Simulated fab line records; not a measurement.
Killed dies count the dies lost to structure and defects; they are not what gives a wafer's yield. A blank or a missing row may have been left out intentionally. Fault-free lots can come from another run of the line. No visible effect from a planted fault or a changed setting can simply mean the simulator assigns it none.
Which of the tools did it?    flow gf180mcu    Sampling: 11 lots, 33 wafers, 5 of 602 route steps

## WHAT THE GAUGES READ, wafer by wafer
GF_M2_RS_MEAS_05: measures by four-point-probe.
lot   measured      on            M2_ALCU_RS (ohm/sq)
L264  day 18 10:57  filmMetro-04  0.0700 0.0702 0.0706
L265  day 18 21:03  filmMetro-01  0.0693 0.0696 0.0693
L266  day 19 03:02  filmMetro-03  0.0687 0.0685 0.0692
L267  day 19 16:15  filmMetro-01  0.0695 0.0698 0.0699
L268  day 20 07:35  filmMetro-04  0.0692 0.0691 0.0691
L272  day 21 14:37  filmMetro-03  0.0683 0.0689 0.0690
L277  day 23 08:35  filmMetro-01  0.0700 0.0693 0.0702
L280  day 24 03:51  filmMetro-03  0.0707 0.0705 0.0700 0.0706 0.0704 0.0701
L281  day 24 15:05  filmMetro-03  0.0682 0.0684 0.0690 0.0681 0.0685 0.0689
L284  day 25 17:22  filmMetro-04  0.0694 0.0692 0.0696
L286  day 26 03:36  filmMetro-03  0.0691 0.0692 0.0691

## WHICH TOOL RAN EACH LOT (tool, then ch and the chambers of the sampled wafers, then the start)
lot   GF_M1_STRIP_17                       GF_V1_SPUTTER_22             GF_M2_SPUTTER_00             GF_M2_SPUTTER_01
L264  plasmaAsher-04 ch 0,1, day 17 08:47  pvdSputter-02, day 18 10:05  pvdSputter-01, day 18 10:43  pvdSputter-01, day 18 10:49
L265  plasmaAsher-04 ch 0,1, day 17 19:12  pvdSputter-02, day 18 20:12  pvdSputter-02, day 18 20:50  pvdSputter-02, day 18 20:56
L266  plasmaAsher-02 ch 0,1, day 18 00:12  pvdSputter-02, day 19 02:10  pvdSputter-04, day 19 02:48  pvdSputter-04, day 19 02:54
L267  plasmaAsher-02 ch 0,1, day 18 13:13  pvdSputter-03, day 19 15:24  pvdSputter-01, day 19 16:02  pvdSputter-01, day 19 16:08
L268  plasmaAsher-02 ch 0,1, day 19 04:25  pvdSputter-04, day 20 06:43  pvdSputter-01, day 20 07:21  pvdSputter-01, day 20 07:27
L272  plasmaAsher-03 ch 0,1, day 20 11:37  pvdSputter-03, day 21 13:46  pvdSputter-02, day 21 14:24  pvdSputter-02, day 21 14:30
L277  plasmaAsher-04 ch 0, day 22 06:00    pvdSputter-02, day 23 07:44  pvdSputter-01, day 23 08:22  pvdSputter-01, day 23 08:28
L280  plasmaAsher-02 ch 0,1, day 23 03:27  pvdSputter-04, day 24 02:59  pvdSputter-01, day 24 03:38  pvdSputter-01, day 24 03:44
L281  plasmaAsher-03 ch 0,1, day 23 14:18  pvdSputter-04, day 24 14:13  pvdSputter-01, day 24 14:50  pvdSputter-01, day 24 14:56
L284  plasmaAsher-03 ch 0,1, day 24 16:12  pvdSputter-02, day 25 16:26  pvdSputter-01, day 25 17:05  pvdSputter-01, day 25 17:11
L286  plasmaAsher-02 ch 0,1, day 25 02:52  pvdSputter-03, day 26 02:44  pvdSputter-04, day 26 03:23  pvdSputter-04, day 26 03:29
- GF_M1_STRIP_17: strips in O2/N2.
- GF_V1_SPUTTER_22: material TiN, target thk 10 nm, time 40 s.
- GF_M2_SPUTTER_00: material Ti, target thk 37.5 nm, time 150 s.
- GF_M2_SPUTTER_01: material TiN, target thk 30 nm, time 25 s.

## THE ANSWER, worked out from the rows above alone
Rule: usual is defined by the lots themselves. Put in order of their means at a reading, lots are off if they are a third of the lots or fewer, leave a main group of 4 or more, and stand apart from it by a gap of 3 or more times the standard deviation of the main group's means; of several such gaps the widest counts. If all means in a main group match to the digits the tables above print for the reading, that group is not used. Also off: a lot with no number at a reading for which 4 or more lots have one. Any other lot the step has rows for is counted as sound.
No lot is off at any reading shown: from this, nothing can be told.

## WHAT THE SIMULATOR PUT IN
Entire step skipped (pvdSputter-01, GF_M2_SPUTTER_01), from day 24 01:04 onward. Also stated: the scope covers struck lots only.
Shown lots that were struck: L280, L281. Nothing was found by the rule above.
